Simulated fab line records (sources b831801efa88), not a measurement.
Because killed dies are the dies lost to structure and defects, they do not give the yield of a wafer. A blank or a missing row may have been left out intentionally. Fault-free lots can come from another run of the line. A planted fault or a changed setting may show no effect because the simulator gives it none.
Problem report, 8D (eight disciplines) form, completed by code ; flow gf180mcu ; the parts of the form that need people (team, actions taken, sign-off) are left out

## 1. THE ISSUE
Wafers without a fault read 153.5 s with a standard deviation of 1, while run-length-s at GF_M4_METAL_ETCH_16 averages 128.9 s across 2 wafers of 1 lot. Relative to the usual mean, that is a shift of -25 standard deviations.
The step: etches the open film in Cl2/BCl3, stops on SiO2, target depth 750.8 nm, time 125.1 s.
First seen on wafer L496.1, day 26 21:40, on rie-metal-02. The record holds 36 wafers of 12 lots with a number at this step. The rule behind "out" and "out of limits": a value lying over 4 standard deviations away from the usual mean. The other wafers with a number count as sound.

## 2. WHAT IT IS; WHAT IT IS NOT
question;is;is not
which readings at this step;run-length-s;drypump-motor-current-A, oes-product-au
which lots;L496;L488, L489, L490, L492, L494, L504, L505, L506, L507, L508, L509
which wafers of those lots;L496.1, L496.6;L496.3
read on which tools;rie-metal-02;rie-metal-01, rie-metal-03
when;from day 26 21:40;"up to then (16 sound wafers); but 18 sound wafers of L504, L505, L506, L507, L508, L509 came after"

## 3. SUSPECTS, AND WHAT RULES EACH OUT
Counting: if a tool at a process step up to the reading ran every lot that is out, it stays a suspect. Sound lots after the first of them don't rule it out here, since some wafers of a struck lot are sound.
- pvd-sputter-04 at GF_M4_SPUTTER_04 (material TiN, target thk 50 nm, time 41.7 s): kept. It ran the lot that is out, L496 (day 26 00:27); its last sound lot up to then is L494 (day 25 18:21).
- rie-metal-02 at GF_M4_METAL_ETCH_16 (etches the open film in Cl2/BCl3, stops on SiO2, target depth 750.8 nm, time 125.1 s): kept. It ran the lot that is out, L496 (day 26 21:40); its last sound lot up to then is L492 (day 25 20:07). Out on those wafers are its own readings of run-length-s.
- At GF_M4_METAL_ETCH_16 on rie-metal-02, chamber 0 took the sound wafers of the same lots and chamber 1 took the wafers that are out.
Remaining after the count are pvd-sputter-04 at GF_M4_SPUTTER_04 and rie-metal-02 at GF_M4_METAL_ETCH_16.

## 4. THE CAUSE (what the simulator had put in)
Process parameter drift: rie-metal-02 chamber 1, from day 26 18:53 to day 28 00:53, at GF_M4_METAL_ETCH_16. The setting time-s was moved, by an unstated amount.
This tool is one of the 2 suspects left after counting.

## 5. SEQUENCE OF EFFECTS, ordered by route
One row per reading whose mean, taken over the struck wafers that have a number, lies over 3 standard deviations from the usual. Only readings for which the record gives a usual standard deviation are gone through. hours: the time from each lot's start at the first step in this table that gives one to its start at this step, as a median over the lots. sigmas: the change in usual standard deviations.
hours;step;reading;usual;on struck wafers;change;sigmas
0;GF_M4_METAL_ETCH_16;run-length-s;153.5 s;128.9;-24.6;-25
0;GF_M4_STRIP_17;oes-product-au;0.538 a.u.;0.559;+0.021;+4.1
0;GF_M4_STRIP_17;strip-time-to-endpoint-s;7.39 s;7.87;+0.48;+9.2
The process steps in it:
- GF_M4_METAL_ETCH_16: etches the open film in Cl2/BCl3, stops on SiO2, target depth 750.8 nm, time 125.1 s.
- GF_M4_STRIP_17: strips in O2/N2.
Readings that are blank on the struck wafers while sound wafers have them: rf-fwd-power-W at GF_M4_METAL_ETCH_16.

## 6. HOW IT WOULD HAVE BEEN CAUGHT EARLIER
In this record no reading fell out of limits until day 26 21:40, 3 hours after the fault had begun at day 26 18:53.
